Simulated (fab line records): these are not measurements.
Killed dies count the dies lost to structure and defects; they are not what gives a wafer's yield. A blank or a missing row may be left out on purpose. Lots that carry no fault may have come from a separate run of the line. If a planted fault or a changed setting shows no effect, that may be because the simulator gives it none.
Which tool did it? || flow sky130 || 12 lots, 36 wafers sampled, at 1 step of a route of 708

WHAT EACH GAUGE READ, for each wafer
SKY_VIA1_BOW_MEAS_03.
{"lot": "L075", "measured": "day 32 13:07", "on": "film metro-02", "VIA1_BOW (um)": "89 81 81"}
{"lot": "L077", "measured": "day 33 10:17", "on": "film metro-01", "VIA1_BOW (um)": "84 88 90"}
{"lot": "L079", "measured": "day 34 14:54", "on": "film metro-04", "VIA1_BOW (um)": "73 67 75"}
{"lot": "L081", "measured": "day 35 00:19", "on": "film metro-04", "VIA1_BOW (um)": "81 78 90"}
{"lot": "L084", "measured": "day 35 21:18", "on": "film metro-02", "VIA1_BOW (um)": "73 79 77"}
{"lot": "L085", "measured": "day 36 01:50", "on": "film metro-04", "VIA1_BOW (um)": "73 76 96"}
{"lot": "L087", "measured": "day 36 20:20", "on": "film metro-04", "VIA1_BOW (um)": "83 76 75"}
{"lot": "L090", "measured": "day 38 09:10", "on": "film metro-04", "VIA1_BOW (um)": "83 74 90"}
{"lot": "L089", "measured": "day 38 10:07", "on": "film metro-04", "VIA1_BOW (um)": "68 85 80"}
{"lot": "L093", "measured": "day 38 20:08", "on": "film metro-02", "VIA1_BOW (um)": "85 81 75"}
{"lot": "L096", "measured": "day 40 05:31", "on": "film metro-04", "VIA1_BOW (um)": "92 76 79"}
{"lot": "L097", "measured": "day 40 10:39", "on": "film metro-04", "VIA1_BOW (um)": "79 76 79"}

TOOL THAT RAN EACH LOT (tool first, then ch and the chambers of the sampled wafers, then the start)
No process step before these readings appears in the record.

THE ANSWER, worked out from the rows above alone
Rule: usual is defined by the lots themselves. The widest of any qualifying gaps counts: lots, ordered by their means at a reading, are off when they make up no more than a third of the lots, leave a main group of 4 or more, and stand apart from it by 3 or more times the standard deviation of that group's means. Not used: any main group whose means are identical at the precision the tables above print for the reading. Also off: a lot with no number at a reading for which 4 or more lots have one. All remaining lots with rows at the step are treated as sound.
Nothing can be told from this: no lot is off at any reading shown.

WHAT THE SIMULATOR HAD PUT IN
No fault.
